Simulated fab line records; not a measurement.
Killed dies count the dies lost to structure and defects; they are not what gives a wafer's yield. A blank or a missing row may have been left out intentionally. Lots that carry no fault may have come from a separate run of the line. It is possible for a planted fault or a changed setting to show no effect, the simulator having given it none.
A struck lot beside a sound one + flow sky130 + 15 steps out of a route of 708
Sound: these wafers, L419.3, L419.5, L419.6. Struck: wafer L425.5 (left out: L425.3, L425.4 of the same lot, which were not struck); the cause appears at the end.
Order at every step that has rows: each side's tool, ch and its chambers, its first start. Under that, the readings that differ: sound wafers + struck wafers + difference of the means + sigmas: that difference in standard deviations of wafers without a fault.
alike: words and numbers the same on both sides, and readings whose means are apart by under 2 such deviations; not compared: readings that were withheld, readings missing a value for some wafer, numbers with overlapping values and no deviation given by the record, and bounds like >300 which may hide the same value.
A row with sigmas, a row that says differs or no value, or rows on one side alone: a step with any of these is where the two part. Non-overlapping numbers with no deviation appear without sigmas and do not part them. A reading that every wafer of one side lacks parts them only if that side has two wafers or more.

SKY_VIA1_ETCH_14: etches BARC in N2/H2, stops on SiO2, time 45.9 s, target depth 60 nm.
  sound on rieDiel-04 ch 0,1, day 37 22:24; struck on rieDiel-01 ch 1, day 39 14:19
  alike: drypumpMotorCurrentA, n2FlowSccm, oesProductAu, throttleValvePct
  not compared: rfHoursCounterH
SKY_VIA1_ETCH_15: etches SiO2 in C4F8/O2/Ar, stops on TiN, target depth 351 nm, time 54 s.
  sound on rieDiel-04 ch 0,1, day 37 22:27; struck on rieDiel-01 ch 1, day 39 14:22
  alike: oesProductAu
  not compared: rfHoursCounterH
SKY_VIA1_STRIP_16: strips in O2/N2.
  sound on plasmaAsher-04 ch 0,1, day 37 22:32; struck on plasmaAsher-01 ch 0, day 39 14:27
  alike: drypumpMotorCurrentA, n2FlowSccm, oesProductAu, stripTimeToEndpointS
  not compared: rfHoursCounterH
then, 4 steps without rows for these wafers: SKY_VIA1_STRIP_17 (strips in post etch residue remover, time 1200 s); SKY_VIA1_CLEAN_18 (cleans in IPA, time 180 s); SKY_VIA1_CLEAN_19 (cleans in O3/DIW); SKY_VIA1_SPUTTER_20 (material TiN, target thk 20 nm, time 80 s).
SKY_VIA1_CVD_21: deposits W, target thk 270 nm, time 80.902 s.
  sound on cvdW-02 ch 0,1, day 37 23:11; struck on cvdW-01 ch 0, day 39 15:08
  alike: chamberPressureTorr, heaterPowerW
SKY_VIA1_RS_MEAS_22: uses a four-point probe to measure.
  sound: filmMetro-02 at day 37 23:17; struck: filmMetro-01 at day 39 15:18
  alike: VIA1_W_RS
SKY_VIA1_THK_MEAS_23: measures by xrf.
  sound: filmMetro-02 at day 37 23:23; struck: filmMetro-01 at day 39 15:24
  alike: VIA1_W_THK
then, 1 step without rows for these wafers: SKY_VIA1_CMP_24 (polishes, stops on SiO2, t overpolish 15 s, target thk 0 nm).
SKY_METAL2_SPUTTER_00: material Ti, target thk 15 nm, time 10 s.
  sound: pvdSputter-02 at day 38 00:08; struck: pvdSputter-02 at day 39 15:44
  alike: cathodeDcPowerW, throttleValvePct
SKY_METAL2_SPUTTER_01: material TiN, target thk 20 nm, time 16.7 s.
  sound: pvdSputter-02 at day 38 00:10; struck: pvdSputter-02 at day 39 15:46
| reading                                   | sound                | struck | difference | sigmas      |
|-------------------------------------------|----------------------|--------|------------|-------------|
| cathodeDcPowerW (W)                       | 6499.5 6499.7 6498.5 | 7798.5 | +1299.3    | +99 or more |
| model.TiN_of_METAL2_SPUTTER_01.thkNm (nm) | 19.95 19.86 20.1     | 23.79  | +3.82      |             |
  alike: throttleValvePct
then, 1 step without rows for these wafers: SKY_METAL2_SPUTTER_02 (material AlCu, target thk 250 nm, time 13.3 s).
-- the record jumps here: 11 days lie between the struck wafers' starts before and after (it left off in module METAL2 and takes up again in module PAD_OPEN, whose first step shown is number 708 of the route) --
SKY_PAD_OPEN_PROBE_99:
  only the struck wafers here have rows in the record (prober-02, day 50 05:58); the sound ones have none

WHERE THEY PART
Last at SKY_PAD_OPEN_PROBE_99 as far as this record goes, first at SKY_METAL2_SPUTTER_01.

WHY: the cause the simulator had injected
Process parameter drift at SKY_METAL2_SPUTTER_01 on pvdSputter-02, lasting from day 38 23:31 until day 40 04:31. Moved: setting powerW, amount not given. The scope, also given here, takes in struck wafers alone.
